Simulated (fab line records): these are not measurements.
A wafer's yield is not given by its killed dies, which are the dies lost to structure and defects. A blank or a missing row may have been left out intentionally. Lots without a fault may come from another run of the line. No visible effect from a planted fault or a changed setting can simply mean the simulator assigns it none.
Problem report, 8D (eight disciplines) form, completed by code    flow sky130    the parts of the form that need people (team, actions taken, sign-off) are left out

## 1. PROBLEM STATEMENT
Mean VIA3_HDPCVD_THK at SKY_VIA3_THK_MEAS_01: 2454 nm over 2 wafers in 2 lots; fault-free wafers: 1631 nm, standard deviation 17. That puts it +48 standard deviations away from the usual mean.
Earliest sighting: wafer L264.4 on filmMetro-03 at day 42 11:49. The record holds 32 wafers of 11 lots with a number at this step. Rule for "out" (also "out of limits"): further than 4 standard deviations from the usual mean. All remaining wafers that have a number are taken as sound.

## 2. WHAT IT IS; WHAT IT IS NOT
question                     is                 is not
which readings at this step  VIA3_HDPCVD_THK    -
which lots                   L264, L267         L253, L254, L255, L257, L260, L262, L263, L266, L273
which wafers of those lots   L264.4, L267.4     L264.2, L267.1, L267.5
read on which gauges         filmMetro-03       filmMetro-01, filmMetro-04
when                         from day 42 11:49  up to then (25 sound wafers); but 5 sound wafers of L267, L273 came after

## 3. THE SUSPECTS, EACH WITH WHAT RULES IT OUT
Counting: any tool at a process step up to the reading remains a suspect provided it ran every lot that is out. Sound lots after the first of them don't rule it out here, since some wafers of a struck lot are sound.
- the gauge at SKY_VIA3_THK_MEAS_01: kept. All the wafers that are out were read on filmMetro-03, and no step on other tools shows them out.
- pvdSputter-01 at SKY_CAPM_SPUTTER_02 (material TiN, target thk 200 nm, time 166.7 s): kept. Ran every lot that is out, first one L264 (day 40 10:25); last sound lot up to then L262 (day 39 19:28).
- plasmaAsher-01 at SKY_CAPM_STRIP_14 (strips in O2/N2): kept. Ran every lot that is out, first one L264 (day 41 10:43); last sound lot up to then L260 (day 40 13:52).
- hdpcvd-02 at SKY_VIA3_HDPCVD_00 (deposits SiO2, target thk 1635 nm, time 272.5 s): kept. Ran every lot that is out, first one L264 (day 42 11:38); last sound lot up to then L263 (day 42 05:50).
- hdpcvd-02, SKY_VIA3_HDPCVD_00: wafers that are out in chamber 0, sound lot-mates in chambers 1, 2.
Left after counting: pvdSputter-01 at SKY_CAPM_SPUTTER_02, plasmaAsher-01 at SKY_CAPM_STRIP_14, hdpcvd-02 at SKY_VIA3_HDPCVD_00, filmMetro-03 at SKY_VIA3_THK_MEAS_01.

## 4. THE CAUSE (what the simulator had put in)
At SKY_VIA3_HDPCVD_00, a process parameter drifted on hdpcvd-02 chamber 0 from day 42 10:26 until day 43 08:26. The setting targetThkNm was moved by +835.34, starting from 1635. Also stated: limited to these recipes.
Of the 4 suspects that counting leaves, this tool is one.

## 5. THE EFFECT CHAIN, in route order
Rows list readings where the struck wafers' mean (over those with a number) sits beyond 3 standard deviations from the usual. Only readings for which the record gives a usual standard deviation are gone through. hours: the time from each lot's start at the first step in this table that gives one to its start at this step, as a median over the lots. sigmas: the change in usual standard deviations.
hours  step                  reading          usual    on struck wafers  change  sigmas
0      SKY_VIA3_THK_MEAS_01  VIA3_HDPCVD_THK  1631 nm  2454              +824    +48

## 6. HOW IT WOULD HAVE BEEN CAUGHT EARLIER
In this record the first reading out of limits at a measuring or inspecting step was taken at day 42 11:49, 1 hour after the fault began at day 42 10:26.
Tool readings at SKY_VIA3_HDPCVD_00 with a usual standard deviation given in the record: none out on any struck wafer, hence no alarm at a limit of 4 standard deviations on them.
L267, from the lots that are out (2), started SKY_VIA3_HDPCVD_00 on hdpcvd-02 later than day 42 11:49. A hold on the tool at that time would have spared it.
